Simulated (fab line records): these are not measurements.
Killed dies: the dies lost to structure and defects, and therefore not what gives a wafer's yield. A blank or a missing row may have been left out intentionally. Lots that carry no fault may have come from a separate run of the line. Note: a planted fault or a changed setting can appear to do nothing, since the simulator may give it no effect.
A struck lot beside a sound one    flow gf180mcu    33 out of 602 route steps
Sound: these wafers, L584.1, L584.3, L584.4. The struck wafers were L594.1, L594.3, L594.4. The cause is named last.
Each step with rows lists, per side, the tool, then ch with its chambers, then its first start. Under that, the readings that differ: sound wafers    struck wafers    difference of the means    sigmas: that difference in standard deviations of wafers without a fault.
alike: same words and numbers on both sides, and readings whose means sit less than 2 such deviations apart. not compared: any withheld reading, any reading some wafer has no value for, any bound like >300 that may hide the same value, and any number with overlapping values for which the record gives no deviation.
Wherever a step has rows on one side only, a row that says differs or no value, or a row with sigmas, the two part there. Numbers that have no deviation but don't overlap get no sigmas and don't part them. A reading that every wafer of one side lacks parts them only if that side has two wafers or more.

first, 2 steps without rows for these wafers: GF_M1_PEB_12 (peb time 90 s); GF_M1_DEVELOP_13 (develop time 60 s).
GF_M1_CD_MEAS_14 targets a cd of 230 nm.
  sound: cd-sem-01 at day 21 08:41; struck: cd-sem-01 at day 24 05:32
  alike: cd-nm
GF_M1_OVL_MEAS_15:
  sound: overlay-02 at day 21 08:49; struck: overlay-01 at day 24 05:40
  alike: M1_OVL
GF_M1_METAL_ETCH_16: etches the open film in Cl2/BCl3, stops on SiO2, target depth 627.5 nm, time 104.6 s.
  sound on rie-metal-01 ch 0,1, day 21 08:51; struck on rie-metal-02 ch 0,1, day 24 05:42
  alike: chamber-pressure-mTorr, drypump-motor-current-A, oes-product-au, throttle-valve-pct
  not compared: rf-hours-counter-h
then, 4 steps without rows for these wafers: GF_M1_STRIP_17 (strips in O2/N2); GF_M1_STRIP_18 (strips in post etch residue remover, time 1200 s); GF_M1_CLEAN_19 (cleans in DIW); GF_V1_CVD_00 (deposits SiO2, target thk 600 nm, time 100 s).
GF_V1_THK_MEAS_01:
  sound: film-metro-04 at day 21 09:34; struck: film-metro-03 at day 24 06:25
  alike: V1_CVD_00_THK
GF_V1_CVD_02: deposits SiO2 from TEOS, target thk 850 nm, time 94.851 s.
  sound on pecvd-02 ch 0,1, day 21 09:37; struck on pecvd-04 ch 0,2, day 24 06:29
  alike: heater-power-outer-w, heater-power-w, susceptor-temp-C
GF_V1_THK_MEAS_03:
  sound: film-metro-03 at day 21 09:41; struck: film-metro-04 at day 24 06:33
  alike: V1_CVD_02_THK
GF_V1_CMP_04: polishes SiO2.
  sound on cmp-01 ch 1,2,3, day 21 09:45; struck on cmp-02 ch 0,2,3, day 24 06:37
  no value came back on the struck wafers for any of 6 readings (edge-zone-pressure-frac, head-pressure-psi (psi) and others); on the sound wafers edge-zone-pressure-frac reads 0.999 0.997 0.998
reading                              sound              struck           difference  sigmas
model.SiO2_of_V1_CVD_02.thk-nm (nm)  631.1 634.5 633.1  840.1 852 866.6  +220.0      
GF_V1_BOW_MEAS_05:
  sound: film-metro-04 at day 21 10:03; struck: film-metro-03 at day 24 06:55
  alike: V1_BOW
then, 8 steps without rows for these wafers: GF_V1_DEHYDRATE_06 (time 60 s); GF_V1_HMDS_07 (prime time 60 s); GF_V1_COAT_08; GF_V1_COAT_09 (resist thk 1000 nm); GF_V1_SOFTBAKE_10 (time 60 s); GF_V1_EXPOSE_11 (exposes mask Via1, target cd 260 nm); GF_V1_PEB_12 (peb time 90 s); GF_V1_DEVELOP_13 (develop time 60 s).
GF_V1_CD_MEAS_14 targets a cd of 260 nm.
  sound: cd-sem-01 at day 22 09:13; struck: cd-sem-02 at day 25 04:13
  alike: cd-nm
GF_V1_OVL_MEAS_15:
  sound: overlay-02 at day 22 09:20; struck: overlay-01 at day 25 04:20
  alike: V1_OVL
then, 1 step without rows for these wafers: GF_V1_ETCH_16 (etches BARC in N2/H2).
GF_V1_ETCH_17: etches SiO2 in C4F8/O2/Ar, stops on TiN, target depth 630 nm.
  sound: rie-diel-03 ch 1,2,3; struck: rie-diel-03 ch 0,1,2
reading                         sound              struck             difference  sigmas
oes-product-au (a.u.)           0.853 0.854 0.857  1.617 1.624 1.638  +0.772      +99 or more
model.etch.depth-nm (nm)        631.1 634.5 633.1  816.3 827.6 838.8  +194.7      
model.V1.feature-depth-nm (nm)  631.1 634.5 633.1  816.3 827.6 838.8  +194.7      
  alike: chamber-pressure-mTorr
GF_V1_STRIP_18: strips in O2/N2.
  sound on plasma-asher-04 ch 0,1, day 22 09:29; struck on plasma-asher-01 ch 0,1, day 25 04:29
reading             sound        struck       difference  sigmas
heater-power-w (W)  373 373 331  271 308 273  -75         -2
  alike: chamber-pressure-mTorr, drypump-motor-current-A, oes-product-au
  not compared: rf-hours-counter-h
then, 2 steps without rows for these wafers: GF_V1_STRIP_19 (strips in post etch residue remover, time 1200 s); GF_V1_CLEAN_20 (cleans in DIW).
GF_V1_SPUTTER_21: material Ti, target thk 15 nm, time 80.02 s.
  sound: pvd-sputter-02 at day 22 10:02; struck: pvd-sputter-04 at day 25 05:02
reading                 sound           struck          difference  sigmas
throttle-valve-pct (%)  29.7 29.6 30.2  30.8 31.1 31.7  +1.4        +2
GF_V1_SPUTTER_22: material TiN, target thk 10 nm, time 40 s.
  sound: pvd-sputter-02 at day 22 10:06; struck: pvd-sputter-04 at day 25 05:05
reading                 sound           struck          difference  sigmas
throttle-valve-pct (%)  29.8 29.3 30.3  30.6 30.9 32.0  +1.4        +2
then, 1 step without rows for these wafers: GF_V1_CVD_23 (deposits W, target thk 350 nm, time 105.05 s).
GF_V1_CMP_26: polishes, stops on SiO2, t overpolish 15 s, target thk 0 nm.
  sound on cmp-01 ch 0,1,3, day 22 10:26; struck on cmp-02 ch 1,2,3, day 25 05:25
reading                              sound              struck             difference  sigmas
model.SiO2_of_V1_CVD_02.thk-nm (nm)  627.3 630.7 629.3  836.3 848.2 862.9  +220.0      
  alike: edge-zone-pressure-frac, head-pressure-psi, motor-current-A, slurry-filter-dp-kPa, slurry-flow-ml-min

## WHERE THEY PART
Last at GF_V1_SPUTTER_22 as far as this record goes, first at GF_V1_CMP_04. Later steps at which nothing parts them and some readings are alike: GF_V1_CMP_26.

WHY: the cause the simulator had injected
Entire step skipped (cmp-02, GF_V1_CMP_04), from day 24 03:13 onward. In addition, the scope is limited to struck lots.
